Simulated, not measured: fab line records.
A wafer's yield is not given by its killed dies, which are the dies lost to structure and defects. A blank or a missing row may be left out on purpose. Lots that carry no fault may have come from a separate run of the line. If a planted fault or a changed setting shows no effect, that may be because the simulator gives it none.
Split-lot study | flow sky130 | route with 708 steps; 5 lots, 27 wafers read

## THE SPLIT ITSELF
At SKY_METAL2_SPUTTER_03 (material Ti, target thk 5 nm, time 3.3 s), the setting timeS was moved away from the recipe's 3.3 s on 9 of the 27 wafers read, by -51.4% to +58.2%. All remaining wafers had this setting at the recipe value.

The split's own step is where the reading is taken.

## THE READING
Ti_of_METAL2_SPUTTER_03.thkNm (the simulator's own value, which no gauge read), in nm, at SKY_METAL2_SPUTTER_03 (material Ti, target thk 5 nm, time 3.3 s). There is no usual value for it anywhere in the file. The 18 wafers here that ran the recipe average 5.050 nm, standard deviation 0.1 nm.

wafer  | tool, chamber at the split | timeS as run, s | against the recipe | Ti_of_METAL2_SPUTTER_03.thkNm, nm | against lot-mates on the recipe
L078.2 | pvdSputter-04, -           | 3.3             | recipe             | 5.003                             | -
L078.3 | pvdSputter-04, -           | 3.3             | recipe             | 4.819                             | -
L078.4 | pvdSputter-04, -           | 3.3             | recipe             | 4.903                             | -
L076.1 | pvdSputter-02, -           | 1.603           | -51.4%             | 2.494                             | -2.654
L076.2 | pvdSputter-02, -           | 1.603           | -51.4%             | 2.66                              | -2.488
L076.3 | pvdSputter-02, -           | 3.3             | recipe             | 5.126                             | -
L076.4 | pvdSputter-02, -           | 1.603           | -51.4%             | 2.493                             | -2.655
L076.5 | pvdSputter-02, -           | 3.3             | recipe             | 5.096                             | -
L076.6 | pvdSputter-02, -           | 3.3             | recipe             | 5.223                             | -
L080.1 | pvdSputter-02, -           | 3.3             | recipe             | 5.099                             | -
L080.2 | pvdSputter-02, -           | 5.222           | +58.2%             | 7.874                             | +2.729
L080.3 | pvdSputter-02, -           | 5.222           | +58.2%             | 8.008                             | +2.863
L080.4 | pvdSputter-02, -           | 5.222           | +58.2%             | 7.913                             | +2.768
L080.5 | pvdSputter-02, -           | 3.3             | recipe             | 5.141                             | -
L080.6 | pvdSputter-02, -           | 3.3             | recipe             | 5.194                             | -
L082.1 | pvdSputter-04, -           | 4.593           | +39.2%             | 6.873                             | +1.806
L082.2 | pvdSputter-04, -           | 3.3             | recipe             | 5.111                             | -
L082.3 | pvdSputter-04, -           | 4.593           | +39.2%             | 6.816                             | +1.749
L082.4 | pvdSputter-04, -           | 3.3             | recipe             | 4.941                             | -
L082.5 | pvdSputter-04, -           | 3.3             | recipe             | 5.15                              | -
L082.6 | pvdSputter-04, -           | 4.593           | +39.2%             | 6.884                             | +1.817
L085.1 | pvdSputter-02, -           | 3.3             | recipe             | 4.962                             | -
L085.2 | pvdSputter-02, -           | 3.3             | recipe             | 5.1                               | -
L085.3 | pvdSputter-02, -           | 3.3             | recipe             | 5.021                             | -
L085.4 | pvdSputter-02, -           | 3.3             | recipe             | 5.029                             | -
L085.5 | pvdSputter-02, -           | 3.3             | recipe             | 4.931                             | -
L085.6 | pvdSputter-02, -           | 3.3             | recipe             | 5.052                             | -

FIT RESULTS
A straight line over all 27 wafers: Ti_of_METAL2_SPUTTER_03.thkNm changes by +0.0485 nm for each +1% of timeS; r = +1.00; the points scatter about the line by 0.1 nm.
The same after taking each lot's own level away (the mean of its wafers on the recipe; 27 wafers): +0.0485 nm for each +1%; r = +1.00; scatter 0.079 nm.
According to that fit, moving timeS by its largest amount changes the reading by 2.8 nm.
The lots' own levels span 4.9083 to 5.1483 nm, that is 2.3 times the standard deviation above.
Consequently the slope shifts little with the lot-to-lot level, the two slopes agreeing.
Check: +2.81 nm against its lot-mates is what the line predicts for one of the wafers moved furthest among these (+58.2%) when that wafer is left out of the fit. Against them it came out at +2.73 nm.

## THE OTHER SPLITS THESE WAFERS WENT THROUGH
Before the reading, these wafers also passed through other splits. Each is held against what the fit with the lots' levels taken away leaves over:
other split on the same wafers     | wafers away from the commonest value | r with Ti_of_METAL2_SPUTTER_03.thkNm (lot level and that fit taken away)
SKY_METAL1_DEVELOP_14 developTimeS | 9                                    | +0.03

## FILE'S OWN FIT
Ti_of_METAL2_SPUTTER_03.thkNm changes by +0.0484 nm for each +1% of timeS, r = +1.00.
